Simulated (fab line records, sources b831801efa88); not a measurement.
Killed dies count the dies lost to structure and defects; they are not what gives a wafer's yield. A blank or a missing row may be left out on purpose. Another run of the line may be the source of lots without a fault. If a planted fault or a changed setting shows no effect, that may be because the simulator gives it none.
fab line records	flow sky130
record: lots: 6	wafers: 18	last_day: 50
route steps=708 shown METAL3@572 VIA3@573 PAD_OPEN@708
lots untouched by any fault: they come from a run of this same line in which no faults occurred
start_h: hours from the record's opening day to when the first of the lot's shown wafers began	wait_h: how many hours have passed since the lot's step before this one	" same as the row above	L1.1+2: several wafers, shown together as one row	- no value present, or no start provided	* or withheld: withheld	< > ~ a bound
route shown NAME@n: a module of which the file shows steps, and the number in the route of the first	usual: mean and standard deviation over wafers with no fault	same: alike in all rows	chamber/n: place in a boat	sites: each site's reading	_std_site: the standard deviation of these	_edge_site: the outer-site mean with the inner-site mean subtracted	radius_mm: for every site, how far away it sits from the centre of the wafer	mask NAME#n: copy n	behind: the last tool/chamber to shape the wafer	hold: cause of the lot's hold/its duration in hours/its outcome	device: whichever transistor did not switch (one of n, p or np)	end of line: the tests these same wafers got at the end of their route	a step with no rows: only its recipe	killed: dies lost to structure and defects at the first sort, not the wafer's yield	map: dies across one wafer; x = killed, . = not, _ = none there
set.NAME: setting as actually run; set.NAME@STEP: the setting as run at that earlier step	model.NAME: the simulator's own value behind a step, which no gauge read
certain route steps with their lots: each step a table, each wafer a row
services: when a tool's chamber went out of use (start_h, in hours from the record's first day, below 0 if earlier), for how many hours, and the reason
== steps ==
step: SKY_METAL3_CLEAN_22
recipe: chemistry: O3/DIW	dry: n2_spin
step: SKY_VIA3_HDPCVD_00
recipe: material: SiO2	target_thk_nm: 1635	sigma_open_frac: 0.3	time_s: 272.5	temp_c: 400	sih4_flow_sccm: 60	pressure_mtorr: 6
step: SKY_VIA3_THK_MEAS_01
recipe: reads: SiO2_of_VIA3_HDPCVD_00
usual: VIA3_HDPCVD_THK: 1633/13
lot.wafer	tool	chamber	start_h	wait_h	VIA3_HDPCVD_THK[nm]
L551.1	film_metro-02	-	910.85	0.1	1642
L551.4	"	-	"	"	1634
L551.5	"	-	"	"	1634
L556.3	film_metro-02	-	944.94	0.1	1652
L556.4	"	-	"	"	1657
L556.6	"	-	"	"	1631
L557.2	film_metro-02	-	948.75	0.1	1620
L557.5	"	-	"	"	1632
L557.6	"	-	"	"	1624
L562.2	film_metro-01	-	992.76	0.1	1621
L562.5	"	-	"	"	1607
L562.6	"	-	"	"	1619
L564.1	film_metro-02	-	1021.03	0.1	1620
L564.2	"	-	"	"	1616
L564.6	"	-	"	"	1641
L573.2	film_metro-02	-	1051.62	0.1	1628
L573.5	"	-	"	"	1627
L573.6	"	-	"	"	1636
step: SKY_VIA3_CMP_02
recipe: material: SiO2	down_force_psi: 4	platen_rpm: 60	pad_velocity_m_s: 0.94248
usual: motor_current_A: 12.1/1.5
lot.wafer	tool	chamber	start_h	wait_h	motor_current_A
L551.4	cmp-01	1	910.96	0.1	12.7
L551.1	"	3	"	"	12.2
L551.5	"	0	"	"	14.5
L556.4	cmp-01	2	944.98	0.0	13.5
L556.3	"	3	"	"	12.5
L556.6	"	3	"	"	12.4
L557.2	cmp-01	3	948.85	0.1	12.7
L557.5	"	2	"	"	13.0
L557.6	"	3	"	"	11.8
L562.2	cmp-01	2	992.81	0.0	12.7
L562.5	"	2	"	"	13.4
L562.6	"	3	"	"	12.5
L564.2	cmp-01	0	1021.09	0.0	14.2
L564.1	"	1	"	"	12.0
L564.6	"	1	"	"	13.1
L573.2	cmp-01	3	1051.89	0.3	12.7
L573.5	"	0	"	"	14.1
L573.6	"	1	"	"	12.7
step: SKY_VIA3_BOW_MEAS_03
recipe: mode: bow
usual: VIA3_BOW: 79/8.4
lot.wafer	tool	chamber	start_h	wait_h	VIA3_BOW[um]
L551.1	film_metro-02	-	911.21	0.1	85
L551.4	"	-	"	"	76
L551.5	"	-	"	"	82
L556.3	film_metro-01	-	945.32	0.2	84
L556.4	"	-	"	"	70
L556.6	"	-	"	"	66
L557.2	film_metro-01	-	949.12	0.2	67
L557.5	"	-	"	"	78
L557.6	"	-	"	"	88
L562.2	film_metro-01	-	993.13	0.3	61
L562.5	"	-	"	"	73
L562.6	"	-	"	"	76
L564.1	film_metro-03	-	1021.39	0.2	70
L564.2	"	-	"	"	80
L564.6	"	-	"	"	79
L573.2	film_metro-02	-	1052.06	0.1	86
L573.5	"	-	"	"	88
L573.6	"	-	"	"	76
step: SKY_VIA3_DEHYDRATE_04
recipe: temp_c: 200	time_s: 60
step: SKY_VIA3_HMDS_05
recipe: prime_time_s: 60	prime_temp_c: 120
step: SKY_VIA3_COAT_06
recipe: resist: BARC	temp_c: withheld	time_s: withheld	spin_rpm: 3000	resist_thk_nm: 60
step: SKY_VIA3_COAT_07
recipe: resist: KrF-thick	spin_rpm: 3000	resist_thk_nm: 450
step: SKY_VIA3_SOFTBAKE_08
recipe: temp_c: 100	time_s: 90	resist: KrF-thick
step: SKY_VIA3_EXPOSE_09
recipe: mask_id: VIM3	na: 0.8	source_shape: annular	sigma_inner: 0.55	sigma_outer: 0.85	target_cd_nm: 200	dose_mj: 38
step: SKY_VIA3_PEB_10
recipe: peb_temp_c: withheld	peb_time_s: withheld	resist: KrF-thick
step: SKY_VIA3_DEVELOP_11
recipe: develop_time_s: 60	resist: KrF-thick	dev_temp_c: 21
usual: developer_temp_C: 21.00/0.098
lot.wafer	tool	chamber	start_h	wait_h	developer_temp_C
L551.1	litho_track-04	0	935	-	21.01
L551.4	"	0	"	"	21.20
L551.5	"	0	"	"	20.93
L556.3	litho_track-04	0	970	-	20.20
L556.4	"	0	"	"	20.24
L556.6	"	0	"	"	20.30
L557.2	litho_track-04	0	973	-	20.29
L557.5	"	0	"	"	20.20
L557.6	"	0	"	"	20.20
L562.2	litho_track-02	0	1015	-	20.78
L562.5	"	0	"	"	20.88
L562.6	"	0	"	"	21.09
L564.1	litho_track-03	0	1044	-	20.90
L564.2	"	0	"	"	20.86
L564.6	"	0	"	"	20.96
L573.2	litho_track-02	0	1072	-	21.09
L573.5	"	0	1073	-	20.97
L573.6	"	0	"	"	21.01
step: SKY_VIA3_CD_MEAS_12
recipe: target_cd_nm: 200
usual: cd_nm: 200.2/1.2
lot.wafer	tool	chamber	start_h	wait_h	cd_nm
L551.1	cd_sem-02	-	935.81	-	199.6
L551.4	"	-	"	"	200.9
L551.5	"	-	"	"	199.0
L556.3	cd_sem-02	-	970.40	-	196.3
L556.4	"	-	"	"	196.6
L556.6	"	-	"	"	196.6
L557.2	cd_sem-01	-	973.83	-	199.3
L557.5	"	-	"	"	199.7
L557.6	"	-	"	"	200.6
L562.2	cd_sem-02	-	1015.79	-	201.8
L562.5	"	-	"	"	201.3
L562.6	"	-	"	"	199.9
L564.1	cd_sem-02	-	1044.30	-	202.2
L564.2	"	-	"	"	201.5
L564.6	"	-	"	"	201.6
L573.2	cd_sem-02	-	1073.14	-	199.8
L573.5	"	-	"	"	201.0
L573.6	"	-	"	"	200.2
step: SKY_PAD_OPEN_PROBE_99
usual: defect_limited_yield: 82.7/1.9	killed_at_M0_to_M3: 43/7.7	killed_at_M4_up: 3.0/1.7	killed_at_contacts: 24/5.2	killed_at_front_end: 15/4.5	killed_at_other: 0.3/0.5	killed_dies: 85/9.5	killed_open: 47/6.6	killed_short: 38/6.6	sort_bin_3_pad_short: 0.8/0.39	sort_bin_5_function: 10.2/1.4	sort_bin_6_memory: 6.3/1.1	sort_n_pass: 407/9.5	sort_yield_pct: 82.7/1.9
same: gross_dies: 492	killed_at_back_side: 0	sort_bin_4_leakage[%]: 0	sort_bin_8_speed[%]: 0
lot.wafer	tool	chamber	start_h	wait_h	defect_limited_yield[%]	killed_at_M0_to_M3	killed_at_M4_up	killed_at_contacts	killed_at_front_end	killed_at_other	killed_dies	killed_open	killed_short	sort_bin_3_pad_short[%]	sort_bin_5_function[%]	sort_bin_6_memory[%]	sort_n_pass	sort_yield_pct[%]
L551.1	prober-02	-	1080.76	0.1	82.7	39	0	27	19	0	85	53	32	0.6	10.8	5.9	407	82.7
L551.4	prober-02	-	1080.91	0.2	84.3	26	5	29	17	0	77	38	39	0.8	8.7	6.1	415	84.3
L551.5	prober-02	-	1080.96	0.2	84.3	38	4	21	14	0	77	41	36	1.0	9.6	5.1	415	84.3
L556.3	prober-01	-	1111.49	0.2	82.9	34	5	24	20	1	84	48	36	1.0	10.2	5.9	408	82.9
L556.4	prober-01	-	1111.54	0.2	82.5	39	1	27	19	0	86	49	37	1.2	9.1	7.1	406	82.5
L556.6	prober-01	-	1111.64	0.2	81.1	40	4	27	22	0	93	57	36	1.0	11.6	6.3	399	81.1
L557.2	prober-02	-	1112.62	0.1	79.9	44	7	29	18	1	99	55	44	0.6	11.8	7.7	393	79.9
L557.5	prober-02	-	1112.77	0.2	85.6	36	3	20	12	0	71	40	31	0.4	8.9	5.1	421	85.6
L557.6	prober-02	-	1112.82	0.2	79.1	46	6	24	27	0	103	49	54	1.2	9.8	10.0	389	79.1
L562.2	prober-02	-	1144.63	0.1	80.3	40	4	32	21	0	97	48	49	0.6	11.4	7.7	395	80.3
L562.5	prober-02	-	1144.78	0.2	83.9	41	5	20	13	0	79	45	34	1.0	9.6	5.5	413	83.9
L562.6	prober-02	-	1144.83	0.2	83.9	38	8	21	12	0	79	43	36	0.2	11.2	4.7	413	83.9
L564.1	prober-01	-	1172.05	0.1	81.3	47	4	24	16	1	92	51	41	1.0	10.8	6.9	400	81.3
L564.2	prober-01	-	1172.10	0.1	84.8	44	0	17	14	0	75	44	31	0.6	9.6	5.1	417	84.8
L564.6	prober-01	-	1172.30	0.2	78.5	58	4	24	20	0	106	63	43	1.2	12.4	7.9	386	78.5
L573.2	prober-02	-	1194.59	0.1	84.1	47	1	15	15	0	78	40	38	0.4	10.0	5.5	414	84.1
L573.5	prober-02	-	1194.74	0.2	80.7	42	3	34	16	0	95	46	49	1.0	12.6	5.7	397	80.7
L573.6	prober-02	-	1194.79	0.2	81.9	44	2	22	21	0	89	52	37	0.8	10.6	6.7	403	81.9
killed by level:class
L551.1 VIA1:geometric_particle:open=8 CONTACT:geometric_particle:open=8 VIA3:geometric_particle:open=8 FIELD_ISO:geometric_particle:open=7 VIA2:geometric_particle:open=7 METAL2:geometric_particle:short=7 LI_CONTACT:geometric_particle:open=6 LOCAL_INTERCONNECT:geometric_particle:short=4
L551.4 LI_CONTACT:geometric_particle:open=9 POLY_GATE:geometric_particle:short=8 CONTACT:geometric_particle:open=8 METAL1:geometric_particle:short=6 VIA3:geometric_particle:open=5 LI_CONTACT:geometric_particle:short=5 POLY_GATE:geometric_particle:open=4 CONTACT:geometric_particle:short=4
L551.5 CONTACT:geometric_particle:open=9 VIA2:geometric_particle:open=9 VIA3:geometric_particle:open=6 METAL1:geometric_particle:short=5 LI_CONTACT:geometric_particle:open=4 CONTACT:geometric_particle:short=4 VIA1:geometric_particle:open=4 METAL2:geometric_particle:short=4
L556.3 VIA1:geometric_particle:open=12 CONTACT:geometric_particle:open=9 LI_CONTACT:geometric_particle:open=7 VIA2:geometric_particle:open=6 POLY_GATE:geometric_particle:open=5 FIELD_ISO:geometric_particle:short=4 POLY_GATE:geometric_particle:short=4 METAL2:geometric_particle:short=4
L556.4 LI_CONTACT:geometric_particle:open=13 VIA2:geometric_particle:open=11 FIELD_ISO:geometric_particle:short=7 CONTACT:geometric_particle:open=6 METAL1:geometric_particle:short=5 LOCAL_INTERCONNECT:geometric_particle:short=5 VIA1:geometric_particle:open=4 VIA3:geometric_particle:short=4
L556.6 LI_CONTACT:geometric_particle:open=10 VIA3:geometric_particle:open=10 VIA2:geometric_particle:open=9 FIELD_ISO:geometric_particle:open=7 VIA1:geometric_particle:open=7 CONTACT:geometric_particle:open=6 LI_CONTACT:geometric_particle:short=4 CONTACT:geometric_particle:short=4
L557.2 CONTACT:geometric_particle:open=15 VIA3:geometric_particle:open=8 VIA1:geometric_particle:open=8 VIA2:geometric_particle:open=6 POLY_GATE:geometric_particle:short=5 METAL4:geometric_particle:short=5 LOCAL_INTERCONNECT:geometric_particle:short=4 CONTACT:geometric_particle:short=4
L557.5 CONTACT:geometric_particle:open=11 VIA3:geometric_particle:open=8 VIA1:geometric_particle:open=7 VIA1:geometric_particle:short=5 FIELD_ISO:geometric_particle:open=4 LI_CONTACT:geometric_particle:short=3 CONTACT:geometric_particle:short=3 METAL2:geometric_particle:short=3
L557.6 VIA1:geometric_particle:open=11 FIELD_ISO:geometric_particle:short=10 LI_CONTACT:geometric_particle:open=9 POLY_GATE:geometric_particle:short=7 CONTACT:geometric_particle:open=7 METAL1:geometric_particle:short=6 VIA2:geometric_particle:open=6 VIA3:geometric_particle:open=6
L562.2 CONTACT:geometric_particle:open=11 CONTACT:geometric_particle:short=9 FIELD_ISO:geometric_particle:short=8 VIA1:geometric_particle:open=7 METAL2:geometric_particle:short=6 POLY_GATE:geometric_particle:open=5 LI_CONTACT:geometric_particle:open=5 METAL1:geometric_particle:short=5
L562.5 VIA1:geometric_particle:open=11 METAL1:geometric_particle:short=7 VIA3:geometric_particle:open=7 LI_CONTACT:geometric_particle:open=6 CONTACT:geometric_particle:open=6 FIELD_ISO:geometric_particle:short=5 LOCAL_INTERCONNECT:geometric_particle:short=5 VIA1:geometric_particle:short=5
L562.6 VIA3:geometric_particle:open=10 VIA1:geometric_particle:open=9 LOCAL_INTERCONNECT:geometric_particle:short=6 VIA2:geometric_particle:open=6 LI_CONTACT:geometric_particle:open=5 LI_CONTACT:geometric_particle:short=4 CONTACT:geometric_particle:open=4 METAL4:geometric_particle:short=4
L564.1 VIA1:geometric_particle:open=15 CONTACT:geometric_particle:open=12 VIA1:geometric_particle:short=8 VIA2:geometric_particle:open=7 LOCAL_INTERCONNECT:geometric_particle:short=5 FIELD_ISO:geometric_particle:short=4 METAL1:geometric_particle:short=4 METAL2:geometric_particle:short=4
L564.2 VIA1:geometric_particle:open=8 POLY_GATE:geometric_particle:open=7 CONTACT:geometric_particle:open=7 METAL1:geometric_particle:short=7 VIA3:geometric_particle:open=7 VIA2:geometric_particle:open=6 VIA1:geometric_particle:short=5 METAL3:geometric_particle:short=5
L564.6 VIA1:geometric_particle:open=20 CONTACT:geometric_particle:open=9 POLY_GATE:geometric_particle:open=7 LI_CONTACT:geometric_particle:open=7 METAL3:geometric_particle:short=7 VIA1:geometric_particle:short=6 VIA3:geometric_particle:open=6 LOCAL_INTERCONNECT:geometric_particle:short=5
L573.2 VIA3:geometric_particle:open=7 VIA2:geometric_particle:open=7 CONTACT:geometric_particle:open=6 METAL1:geometric_particle:short=6 METAL1:geometric_particle:open=5 VIA1:geometric_particle:open=5 METAL2:geometric_particle:short=5 CONTACT:geometric_particle:short=4
L573.5 CONTACT:geometric_particle:open=12 LI_CONTACT:geometric_particle:open=9 METAL1:geometric_particle:short=8 POLY_GATE:geometric_particle:short=7 VIA1:geometric_particle:open=7 METAL2:geometric_particle:short=7 LI_CONTACT:geometric_particle:short=5 VIA1:geometric_particle:short=5
L573.6 VIA1:geometric_particle:open=9 VIA2:geometric_particle:open=9 LI_CONTACT:geometric_particle:open=8 CONTACT:geometric_particle:open=7 METAL2:geometric_particle:short=6 FIELD_ISO:geometric_particle:open=5 POLY_GATE:geometric_particle:open=5 METAL1:geometric_particle:short=5
== services ==
tool	chamber	start_h	hours	kind
cmp-01	-	912.28	4.0	pm
cmp-01	-	916.28	-	consumable_replace:conditioner
cmp-01	-	916.28	-	consumable_replace:pad
cmp-01	-	979.45	5.1	pm
== key ==
first_sign: step: SKY_VIA3_DEVELOP_11	reading: developer_temp_C	direction: down	sigmas: 7.8	usual: *	struck: *
effect none on later readings
met_at SKY_VIA3_DEVELOP_11
struck_wafers L556.3,L556.4,L556.6,L557.2,L557.5,L557.6
onset_between 935 970
fault: kind: process_parameter_drift	tool: litho_track-04	chamber: -	onset_h: 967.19	steps: SKY_VIA3_DEVELOP_11	channel: dev_temp_c	offset: *	shape: step	end_h: 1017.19	acts_in: *	stated: *
